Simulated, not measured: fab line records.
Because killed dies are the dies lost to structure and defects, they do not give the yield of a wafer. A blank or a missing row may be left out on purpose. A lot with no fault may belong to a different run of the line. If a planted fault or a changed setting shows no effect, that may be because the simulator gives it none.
Which of the tools did it?	flow gf180mcu	Sampling: 13 lots, 39 wafers, 4 of 602 route steps

WHAT THE GAUGES SHOWED, per wafer
GF_VT_IMPLANT_TW_MEAS_21. Usual: VT_IMPLANT_2_TW 1207, standard deviation 7.9.
lot	measured	on	VT_IMPLANT_2_TW	flag
L184	day 6 06:27	filmMetro-04	1208 1208 1210	
L185	day 6 09:31	filmMetro-04	1207 1211 1213	
L187	day 7 01:15	filmMetro-04	1205 1207 1202	
L188	day 7 05:01	filmMetro-04	1209 1207 1208	
L191	day 8 00:01	filmMetro-04	1203 1207 1205	
L196	day 9 10:09	filmMetro-02	1211 1213 1211	
L197	day 9 13:54	filmMetro-02	1209 1206 1210	
L198	day 9 22:44	filmMetro-02	1205 1209 1212	
L199	day 10 08:20	filmMetro-03	1214 1217 1216	
L201	day 10 19:45	filmMetro-04	1209 1204 1207	
L202	day 10 23:32	filmMetro-03	1217 1218 1216	
L204	day 11 10:30	filmMetro-03	1222 1217 1227	
L205	day 11 19:24	filmMetro-04	1197 1199 1195	

GF_VT_IMPLANT_OVL_MEAS_40. Usual: VT_IMPLANT_03_OVL -0.4 nm, standard deviation 1.5.
lot	measured	on	VT_IMPLANT_03_OVL (nm)	flag
L184	day 7 14:01	overlay-01	-0.8 -0.3 -0.2	
L185	day 7 17:19	overlay-01	-1.0 -1.1 -1.0	
L187	day 8 09:41	overlay-02	-1.4 -0.4 -1.1	
L188	day 8 12:55	overlay-01	-1.1 -0.6 -1.7	
L191	day 9 09:10	overlay-01	-0.6 -1.7 -2.0	
L196	day 10 21:07	overlay-02	2.5 3.7 0.6	
L197	day 11 01:19	overlay-02	-1.4 0.6 0.0	
L198	day 11 09:19	overlay-02	-1.0 -1.4 -0.1	
L199	day 11 20:02	overlay-02	0.0 -0.1 -1.1	
L201	day 12 10:07	overlay-01	-3.9 -3.9 -2.0	
L202	day 12 13:13	overlay-02	0.7 0.7 0.4	
L204	day 13 00:49	overlay-01	-0.3 1.5 1.6	
L205	day 13 09:25	overlay-02	-0.6 -1.4 -1.8	

GF_DUAL_GATE_OVL_MEAS_11. Usual: DUAL_GATE_OVL -0.4 nm, standard deviation 1.4.
lot	measured	on	DUAL_GATE_OVL (nm)	flag
L184	day 8 09:23	overlay-01	-1.0 0.3 -1.1	
L185	day 8 12:32	overlay-02	-2.0 -2.1 -2.5	
L187	day 9 05:58	overlay-01	-1.1 -1.5 -0.5	
L188	day 9 09:50	overlay-02	1.6 0.1 0.2	
L191	day 10 05:56	overlay-02	-0.5 0.1 -0.4	
L196	day 11 17:49	overlay-02	1.5 0.3 1.5	
L197	day 11 22:47	overlay-01	5.6 3.2 3.3	OFF
L198	day 12 06:26	overlay-01	-3.4 -3.0 -1.8	
L199	day 12 17:40	overlay-01	6.0 4.8 4.5	OFF
L201	day 13 07:40	overlay-01	-1.3 -0.5 -3.0	
L202	day 13 14:35	overlay-02	-2.9 -1.8 -2.9	
L204	day 13 23:37	overlay-02	2.1 0.1 0.1	
L205	day 14 08:56	overlay-01	1.6 1.3 -0.6	

TOOL THAT RAN EACH LOT (tool first, then ch and the chambers of the sampled wafers, then the start)
lot	GF_DUAL_GATE_EXPOSE_08
L184	ilineStepper-01 ch 0, day 8 01:04
L185	ilineStepper-01 ch 0, day 8 04:10
L187	ilineStepper-01 ch 0, day 8 21:49
L188	ilineStepper-01 ch 0, day 9 01:34
L191	ilineStepper-02 ch 0, day 9 21:44
L196	ilineStepper-01 ch 0, day 11 08:50
L197	ilineStepper-02 ch 0, day 11 13:51
L198	ilineStepper-01 ch 0, day 11 21:23
L199	ilineStepper-02 ch 0, day 12 08:15
L201	ilineStepper-01 ch 0, day 12 22:10
L202	ilineStepper-01 ch 0, day 13 04:35
L204	ilineStepper-01 ch 0, day 13 13:43
L205	ilineStepper-01 ch 0, day 13 22:22
- GF_DUAL_GATE_EXPOSE_08: exposes mask Dualgate, target cd 700 nm.

AS READ BY THE TOOLS THEMSELVES (means over the sampled wafers that have a number; for cases with no such wafer, the mark the record gives instead)
GF_DUAL_GATE_EXPOSE_08. Usual: stageVelMmS 500.05 mm/s, standard deviation 0.26.
lot	tool	stageVelMmS (mm/s)	flag
L184	ilineStepper-01	500.05	
L185	ilineStepper-01	500.01	
L187	ilineStepper-01	499.82	
L188	ilineStepper-01	500.08	
L191	ilineStepper-02	499.78	
L196	ilineStepper-01	500.10	
L197	ilineStepper-02	499.89	
L198	ilineStepper-01	500.17	
L199	ilineStepper-02	499.97	
L201	ilineStepper-01	499.77	
L202	ilineStepper-01	499.96	
L204	ilineStepper-01	499.95	
L205	ilineStepper-01	499.86	

THE ANSWER, worked out from the rows above alone
Rule: a lot is off if the mean of its wafers that have a number lies more than 3 standard deviations from the usual mean. Also off: a lot with no number at a reading for which 4 or more lots have one. The other lots that the step has rows for count as sound. The gauges are gone through in route order, then the tools' own readings, and for those a lot's mean is taken as printed above. At the first step where some lot is off, the reading lying furthest off is the one used; lots without a number count as furthest.
Off: at GF_DUAL_GATE_OVL_MEAS_11 (DUAL_GATE_OVL), L197, L199.
If a tool, at a process step before that reading, ran all the lots that are off and no sound lot after the first of them, it fits. The gauges at GF_DUAL_GATE_OVL_MEAS_11 are tried like those tools. One fits: GF_DUAL_GATE_EXPOSE_08 on ilineStepper-02. A fault onset in the window from L191 (day 9 21:44, its last sound lot) to L197 (day 11 13:51, its first lot off) fits.

WHAT THE SIMULATOR HAD PUT IN
Scanner matching overlay: ilineStepper-02, from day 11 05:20 on, at GF_DUAL_GATE_EXPOSE_08. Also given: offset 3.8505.
Shown lots that were struck: L197, L199. Same finding as the rule above.
